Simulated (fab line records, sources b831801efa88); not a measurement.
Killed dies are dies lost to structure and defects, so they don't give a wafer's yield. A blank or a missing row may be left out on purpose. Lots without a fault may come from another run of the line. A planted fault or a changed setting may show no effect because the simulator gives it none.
fab line records | flow sky130
record lots=7 wafers=21 last_day=49
route steps=708 shown VIA3@585 METAL4@598
lots that met no fault: from a run of the same line without faults
start_h: hours from the record's first day to the start of the lot's first wafer shown | wait_h: hours since the lot's step before | " the same as in the row above | L1.1+2: a row that stands for several wafers | - no value, or no start given | * or withheld: withheld | < > ~ a bound
route shown NAME@n: a module of which the file shows steps, and the number in the route of the first | usual: mean/standard deviation of fault-free wafers | same: alike in all rows | chamber/n: place in a boat | sites: the reading at each site | _std_site: their standard deviation | _edge_site: outer sites' mean less inner sites' | radius_mm: how far each site lies from the wafer's centre | mask NAME#n: copy n | behind: the tool/chamber that last shaped the wafer | hold: why the lot was held/for how many hours/how that ended | device: the transistor (n, p or np) that didn't switch | end of line: the same wafers' tests at the end of the route | a step without rows: its recipe alone | killed: dies lost to structure and defects at the first sort, not the wafer's yield | map: a wafer's dies, x killed, . not, _ none there
set.NAME: the setting as run; set.NAME@STEP: as run at that earlier step | model.NAME: the simulator's own value behind a step, which no gauge read
lots at some steps of the route; a table a step, a row a wafer
services: from which hour (start_h, from the record's first day; less than 0 if before it) a tool's chamber was out of use, for how many hours, and why
## steps
# step SKY_VIA3_CD_MEAS_12
# recipe target_cd_nm=200
# usual cd_nm=200.0/1.1
# columns lot.wafer tool chamber start_h wait_h cd_nm
L392.4 cd_sem-02 - 951.73 - 200.7
L392.5 " - " " 199.9
L392.6 " - " " 200.2
L396.2 cd_sem-02 - 975.16 - 200.5
L396.4 " - " " 200.2
L396.5 " - " " 202.0
L397.1 cd_sem-02 - 993.93 - 199.5
L397.2 " - " " 200.0
L397.6 " - " " 200.0
L398.1 cd_sem-01 - 994.44 - 199.5
L398.5 " - " " 199.8
L398.6 " - " " 198.4
L399.1 cd_sem-01 - 1002.62 - 200.4
L399.2 " - " " 200.3
L399.3 " - " " 201.3
L406.1 cd_sem-02 - 1040.29 - 199.4
L406.3 " - " " 200.5
L406.5 " - " " 199.0
L409.2 cd_sem-01 - 1057.06 - 201.1
L409.4 " - " " 200.3
L409.6 " - " " 198.7
# step SKY_VIA3_OVL_MEAS_13
# usual VIA3_OVL=-4/5.2
# columns lot.wafer tool chamber start_h wait_h VIA3_OVL[nm]
L392.4 overlay-01 - 951.80 0.1 -10
L392.5 " - " " -8
L392.6 " - " " -3
L396.2 overlay-01 - 975.26 0.1 -15
L396.4 " - " " -16
L396.5 " - " " -17
L397.1 overlay-01 - 994.05 0.1 -1
L397.2 " - " " -2
L397.6 " - " " -3
L398.1 overlay-02 - 994.56 0.1 -5
L398.5 " - " " -11
L398.6 " - " " -3
L399.1 overlay-01 - 1002.74 0.1 -5
L399.2 " - " " -9
L399.3 " - " " -4
L406.1 overlay-01 - 1040.41 0.1 -5
L406.3 " - " " -7
L406.5 " - " " -7
L409.2 overlay-01 - 1057.16 0.1 5
L409.4 " - " " -1
L409.6 " - " " -3
# step SKY_VIA3_ETCH_14
# recipe chemistry=N2/H2 target=BARC ion_energy_ev=200 source_w=500 bias_w=100 pressure_mtorr=30 n2_flow_sccm=100 h2_flow_sccm=200 stop_on=SiO2 time_s=45.9 target_depth_a=600
# usual drypump_motor_current_A=5.8/0.61 oes_product_au=0.855/0.005 throttle_valve_pct=13.225/0.0087
# columns lot.wafer tool chamber start_h wait_h drypump_motor_current_A oes_product_au rf_hours_counter_h throttle_valve_pct
L392.4 rie_diel-02 3 951.82 0.0 5.7 0.853 5 13.214
L392.5 " 0 " " 6.5 0.855 - 13.232
L392.6 " 3 " " 5.7 0.850 - 13.223
L396.2 rie_diel-03 0 975.29 0.0 6.8 0.853 21 13.209
L396.4 " 1 " " 5.8 0.857 6 13.231
L396.5 " 3 " " 5.6 0.855 - 13.217
L397.1 rie_diel-03 0 994.09 0.0 6.8 0.860 21 13.228
L397.2 " 3 " " 5.6 0.852 4 13.242
L397.6 " 2 " " 5.5 0.851 - 13.227
L398.1 rie_diel-01 3 994.59 0.0 5.2 0.849 10 13.223
L398.5 " 2 " " 6.7 0.854 - 13.221
L398.6 " 1 " " 4.8 0.854 - 13.247
L399.1 rie_diel-01 1 1002.77 0.0 4.8 0.853 10 13.217
L399.2 " 2 " " 6.7 0.861 15 13.233
L399.3 " 0 " " 5.6 0.856 13 13.219
L406.1 rie_diel-01 3 1040.44 0.0 5.2 0.855 11 13.213
L406.3 " 1 " " 4.8 0.856 11 13.227
L406.5 " 3 " " 5.3 0.855 - 13.207
L409.2 rie_diel-01 0 1057.19 0.0 5.6 0.853 15 13.225
L409.4 " 1 " " 4.8 0.849 12 13.228
L409.6 " 1 " " 4.8 0.848 - 13.224
# step SKY_VIA3_ETCH_15
# recipe target=SiO2 chemistry=C4F8/O2/Ar target_depth_nm=507 stop_on=TiN mask_material=KrF-thick source_w=1500 bias_w=1200 pressure_mtorr=40 c4f8_flow_sccm=withheld O2_flow_sccm=6 Ar_flow_sccm=300 time_s=78
# usual oes_product_au=0.945/0.0048
# columns lot.wafer tool chamber start_h wait_h oes_product_au rf_hours_counter_h
L392.4 rie_diel-02 3 951.86 0.0 0.942 5
L392.5 " 0 " " 0.947 -
L392.6 " 3 " " 0.952 -
L396.2 rie_diel-03 0 975.33 0.0 0.947 21
L396.4 " 1 " " 0.948 6
L396.5 " 3 " " 0.935 -
L397.1 rie_diel-03 0 994.13 0.0 0.953 21
L397.2 " 3 " " 0.944 4
L397.6 " 2 " " 0.945 -
L398.1 rie_diel-01 3 994.63 0.0 0.947 10
L398.5 " 2 " " 0.942 -
L398.6 " 1 " " 0.939 -
L399.1 rie_diel-01 1 1002.81 0.0 0.947 10
L399.2 " 2 " " 0.943 15
L399.3 " 0 " " 0.943 14
L406.1 rie_diel-01 3 1040.48 0.0 0.948 11
L406.3 " 1 " " 0.950 11
L406.5 " 3 " " 0.949 -
L409.2 rie_diel-01 0 1057.23 0.0 0.951 15
L409.4 " 1 " " 0.947 12
L409.6 " 1 " " 0.941 -
# step SKY_VIA3_STRIP_16
# recipe chemistry=O2/N2 power_w=1400 pressure_mtorr=1500 platen_temp_c=withheld o2_flow_sccm=3000 n2_flow_sccm=300 overash_fraction=0.5
# usual drypump_motor_current_A=5.44/0.18 o2_flow_sccm=3000/9 oes_product_au=0.403/0.0047 strip_time_to_endpoint_s=4.140/0.023
# columns lot.wafer tool chamber start_h wait_h drypump_motor_current_A o2_flow_sccm oes_product_au rf_hours_counter_h strip_time_to_endpoint_s
L392.4 plasma_asher-04 1 951.96 0.1 5.80 3000 0.403 - 4.159
L392.5 " 0 " " 5.43 3001 0.407 - 4.145
L392.6 " 1 " " 5.81 2988 0.399 - 4.144
L396.2 plasma_asher-03 0 975.39 0.0 5.25 3017 0.398 53 4.141
L396.4 " 0 " " 5.24 2997 0.400 - 4.101
L396.5 " 1 " " 5.37 3017 0.405 - 4.139
L397.1 plasma_asher-03 0 994.19 0.0 5.28 2998 0.413 55 4.135
L397.2 " 1 " " 5.41 3001 0.408 55 4.161
L397.6 " 1 " " 5.41 2992 0.403 - 4.125
L398.1 plasma_asher-01 0 994.69 0.0 5.36 2997 0.402 89 4.121
L398.5 " 0 " " 5.35 3005 0.402 - 4.163
L398.6 " 1 " " 5.31 3004 0.407 - 4.135
L399.1 plasma_asher-04 0 1002.87 0.0 5.43 2989 0.403 115 4.190
L399.2 " 1 " " 5.81 2992 0.399 115 4.142
L399.3 " 1 " " 5.80 2996 0.398 - 4.122
L406.1 plasma_asher-03 0 1040.54 0.0 5.26 2989 0.404 59 4.140
L406.3 " 1 " " 5.37 2999 0.402 - 4.118
L406.5 " 1 " " 5.37 2987 0.401 - 4.131
L409.2 plasma_asher-03 0 1057.29 0.0 5.25 2992 0.409 61 4.146
L409.4 " 1 " " 5.40 2994 0.409 - 4.169
L409.6 " 1 " " 5.39 2999 0.404 - 4.146
# step SKY_VIA3_STRIP_17
# recipe chemistry=post_etch_residue_remover time_s=1200 temp_c=72.5
# step SKY_VIA3_CLEAN_18
# recipe chemistry=IPA time_s=180 temp_c=25
# step SKY_VIA3_CLEAN_19
# recipe chemistry=O3/DIW dry=n2_spin
# step SKY_VIA3_SPUTTER_20
# recipe material=TiN target_thk_nm=20 chamber_pressure_pa=5 power_w=4000 time_s=80
# usual throttle_valve_pct=30.4/0.83
# columns lot.wafer tool chamber start_h wait_h throttle_valve_pct
L392.4 pvd_sputter-02 - 952.58 0.0 29.4
L392.5 " - " " 29.3
L392.6 " - " " 30.7
L396.2 pvd_sputter-02 - 975.98 0.0 29.8
L396.4 " - " " 30.6
L396.5 " - " " 30.5
L397.1 pvd_sputter-03 - 994.78 0.0 30.5
L397.2 " - " " 31.8
L397.6 " - " " 30.4
L398.1 pvd_sputter-01 - 995.29 0.0 31.1
L398.5 " - " " 30.6
L398.6 " - " " 30.5
L399.1 pvd_sputter-02 - 1003.51 0.0 29.5
L399.2 " - " " 29.8
L399.3 " - " " 30.7
L406.1 pvd_sputter-02 - 1041.14 0.0 29.8
L406.3 " - " " 29.2
L406.5 " - " " 30.6
L409.2 pvd_sputter-03 - 1057.89 0.0 32.1
L409.4 " - " " 29.5
L409.6 " - " " 31.9
# step SKY_VIA3_CVD_21
# recipe material=W target_thk_nm=390 time_s=117.31 temp_c=400 pressure_torr=40
# step SKY_VIA3_RS_MEAS_22
# recipe thk_meas_gauge=four-point-probe reads=W_of_VIA3_CVD_21+TiN_of_VIA3_SPUTTER_20
# usual VIA3_W_RS=0.294/0.0044
# columns lot.wafer tool chamber start_h wait_h VIA3_W_RS[ohm/sq]
L392.4 film_metro-02 - 952.82 0.1 0.294
L392.5 " - " " 0.294
L392.6 " - " " 0.296
L396.2 film_metro-01 - 976.31 0.2 0.293
L396.4 " - " " 0.295
L396.5 " - " " 0.295
L397.1 film_metro-02 - 994.97 0.1 0.290
L397.2 " - " " 0.294
L397.6 " - " " 0.297
L398.1 film_metro-04 - 995.48 0.1 0.296
L398.5 " - " " 0.295
L398.6 " - " " 0.294
L399.1 film_metro-01 - 1003.69 0.1 0.294
L399.2 " - " " 0.295
L399.3 " - " " 0.294
L406.1 film_metro-02 - 1041.32 0.1 0.295
L406.3 " - " " 0.284
L406.5 " - " " 0.288
L409.2 film_metro-04 - 1058.09 0.1 0.287
L409.4 " - " " 0.297
L409.6 " - " " 0.294
# step SKY_VIA3_THK_MEAS_23
# recipe thk_meas_gauge=xrf reads=W_of_VIA3_CVD_21
# usual VIA3_W_THK=396/7.9
# columns lot.wafer tool chamber start_h wait_h VIA3_W_THK[nm]
L392.4 film_metro-02 - 952.91 0.1 390
L392.5 " - " " 390
L392.6 " - " " 389
L396.2 film_metro-01 - 976.42 0.1 404
L396.4 " - " " 399
L396.5 " - " " 400
L397.1 film_metro-02 - 995.09 0.1 396
L397.2 " - " " 394
L397.6 " - " " 390
L398.1 film_metro-04 - 995.60 0.1 403
L398.5 " - " " 401
L398.6 " - " " 404
L399.1 film_metro-01 - 1003.81 0.1 402
L399.2 " - " " 397
L399.3 " - " " 401
L406.1 film_metro-02 - 1041.44 0.1 390
L406.3 " - " " 404
L406.5 " - " " 402
L409.2 film_metro-04 - 1058.20 0.1 404
L409.4 " - " " 394
L409.6 " - " " 399
# step SKY_VIA3_CMP_24
# recipe stop_on=SiO2 t_overpolish_s=20 down_force_psi=3.5 platen_rpm=60 target_thk_nm=0 pad_velocity_m_s=0.94248
# usual motor_current_A=11.0/1.1 overpolish_run_s=20.000/0.0097 time_to_endpoint_s=93/3.1
# columns lot.wafer tool chamber start_h wait_h motor_current_A overpolish_run_s time_to_endpoint_s
L392.4 cmp-01 2 953.09 0.2 8.5 20.013 94
L392.6 " 3 " " 11.4 19.998 93
L392.5 " 0 " " 11.9 19.996 89
L396.4 cmp-02 0 976.47 0.0 11.2 19.985 95
L396.2 " 3 " " 10.2 19.986 92
L396.5 " 0 " " 11.2 19.990 97
L397.2 cmp-01 1 995.20 0.1 12.2 19.999 94
L397.1 " 2 " " 8.6 0.043 150
L397.6 " 1 " " 11.7 20.005 90
L398.1 cmp-01 0 995.81 0.2 11.9 0.053 148
L398.6 " 1 " " 11.4 19.988 92
L398.5 " 2 " " 7.9 0.047 148
L399.2 cmp-01 1 1003.92 0.1 11.7 19.992 96
L399.3 " 2 " " 7.9 19.997 96
L399.1 " 3 " " 10.8 0.046 149
L406.1 cmp-02 3 1041.55 0.1 10.5 19.991 91
L406.3 " 0 " " 11.9 20.004 96
L406.5 " 3 " " 9.9 20.009 93
L409.2 cmp-02 2 1058.25 0.0 11.7 20.009 96
L409.4 " 0 " " 11.9 19.991 91
L409.6 " 2 " " 11.1 20.012 91
# step SKY_METAL4_SPUTTER_00
# recipe material=Ti target_thk_nm=15 power_w=3000 time_s=10 chamber_pressure_pa=0.4
# usual throttle_valve_pct=30.0/0.89
# columns lot.wafer tool chamber start_h wait_h throttle_valve_pct
L392.4 pvd_sputter-03 - 953.26 0.1 32.0
L392.5 " - " " 30.3
L392.6 " - " " 30.4
L396.2 pvd_sputter-04 - 976.77 0.1 29.8
L396.4 " - " " 30.4
L396.5 " - " " 30.2
L397.2 pvd_sputter-04 - 995.45 0.2 29.8
L397.6 " - " " 28.3
L398.6 pvd_sputter-04 - 995.97 0.1 29.6
L399.2 pvd_sputter-04 - 1004.17 0.2 29.7
L399.3 " - " " 29.7
L406.1 pvd_sputter-03 - 1041.80 0.2 31.9
L406.3 " - " " 30.7
L406.5 " - " " 32.1
L409.2 pvd_sputter-04 - 1058.55 0.2 29.7
L409.4 " - " " 28.4
L409.6 " - " " 30.7
## services
# columns tool chamber start_h hours kind
pvd_sputter-04 - 935.87 3.5 repair
rie_diel-01 3 939.99 4.2 repair
plasma_asher-03 - 950.80 14.6 pm
cmp-02 - 953.87 1.1 repair
rie_diel-02 0 977.53 2.9 repair
cmp-02 - 980.36 0.3 repair
cmp-02 - 994.34 8.3 repair
pvd_sputter-01 - 996.10 4.9 repair
rie_diel-02 2 1014.32 - clean
rie_diel-02 2 1014.32 18.8 scheduled_down
rie_diel-02 2 1014.32 18.8 vent_cycle
pvd_sputter-04 - 1020.52 7.2 repair
rie_diel-02 1 1023.04 21.3 repair
cmp-01 - 1028.42 2.2 repair
cmp-01 - 1031.06 1.0 repair
cmp-02 - 1034.54 1.0 repair
rie_diel-01 0 1038.02 4.0 repair
pvd_sputter-04 - 1043.05 3.0 repair
rie_diel-03 2 1043.98 2.8 repair
plasma_asher-04 - 1055.25 9.0 pm
plasma_asher-04 0 1055.25 9.0 vent_cycle
plasma_asher-04 1 1055.25 9.0 vent_cycle
rie_diel-02 3 1058.18 2.2 repair
pvd_sputter-01 - 1058.27 3.3 repair
## key
first_sign step=SKY_VIA3_CMP_24 reading=overpolish_run_s direction=down sigmas=99+ usual=20.000 struck=0.047
effect step=SKY_VIA3_CMP_24 reading=time_to_endpoint_s direction=up sigmas=18 usual=* struck=*
met_at SKY_VIA3_CMP_24
struck_wafers L397.1,L398.1,L398.5,L399.1
later_rows_left_out L397.1,L398.1,L398.5,L399.1
sort_left_out L397.1,L398.1,L398.5,L399.1
fault kind=process_parameter_drift tool=cmp-01 chamber=- onset_h=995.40 steps=SKY_VIA3_CMP_24 channel=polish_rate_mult offset=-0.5 shape=step end_h=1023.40 scope=struck_wafers_only
# sort_left_out: the simulated sort isn't trusted on such a fault, so these wafers' sort isn't shown, and their yield isn't known
# later_rows_left_out: the simulator's readings of these wafers behind a module that went badly wrong aren't trusted and aren't shown, but for the sort
